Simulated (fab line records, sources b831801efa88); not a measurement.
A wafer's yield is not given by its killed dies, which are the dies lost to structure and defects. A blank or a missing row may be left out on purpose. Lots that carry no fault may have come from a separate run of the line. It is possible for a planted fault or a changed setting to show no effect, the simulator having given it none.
Chamber matching :: flow gf180mcu :: GF_V3_ETCH_16 on rie diel-04 has 4 sister chambers
The step etches BARC in N2/H2. 4 wafers are shown with their chamber, then 11 later ones without.

## WAFERS PAIRED WITH THEIR CHAMBERS
wafer: L086.5
chamber: 0
drypump motor current A (A): 6.6

wafer: L088.4
chamber: 2
drypump motor current A (A): 5.3

wafer: L088.5
chamber: 1
drypump motor current A (A): 5.5

wafer: L090.1
chamber: 3
drypump motor current A (A): 6.0

## WAFERS WITHOUT THEIR CHAMBER
wafer: L090.2
drypump motor current A (A): 5.4

wafer: L090.3
drypump motor current A (A): 5.5

wafer: L090.4
drypump motor current A (A): 6.7

wafer: L090.5
drypump motor current A (A): 5.5

wafer: L090.6
drypump motor current A (A): 6.7

wafer: L091.3
drypump motor current A (A): 5.5

wafer: L091.4
drypump motor current A (A): 5.4

wafer: L091.6
drypump motor current A (A): 6.7

wafer: L095.2
drypump motor current A (A): 5.5

wafer: L095.5
drypump motor current A (A): 5.4

wafer: L095.6
drypump motor current A (A): 6.7

## WHICH CHAMBER EACH WENT THROUGH
wafer: L090.2
from the rows above: can't be placed: 1 or 2
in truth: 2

wafer: L090.3
from the rows above: 1
in truth: 1

wafer: L090.4
from the rows above: 0
in truth: 0

wafer: L090.5
from the rows above: 1
in truth: 1

wafer: L090.6
from the rows above: 0
in truth: 0

wafer: L091.3
from the rows above: 1
in truth: 1

wafer: L091.4
from the rows above: can't be placed: 1 or 2
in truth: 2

wafer: L091.6
from the rows above: 0
in truth: 0

wafer: L095.2
from the rows above: 1
in truth: 1

wafer: L095.5
from the rows above: can't be placed: 1 or 2
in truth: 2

wafer: L095.6
from the rows above: 0
in truth: 0
8 of 11 placed correctly. Cannot be placed on the basis of these rows: 3; the candidates contain the true chamber in 3. Placed wrongly: 0.
How it was worked out, from the rows above alone: a wafer's distance from a chamber is the root of the sum, over the readings, of the square of ((its reading less the chamber's mean) divided by the reading's scatter). If the next closest chamber is less than 2 further off than the closest, the wafer can't be placed; otherwise it belongs to the closest. A chamber's mean is the mean of its shown wafers. The scatter: with one shown wafer a chamber, the root of the mean of the squares of how far each hidden wafer lies from its nearest shown one.
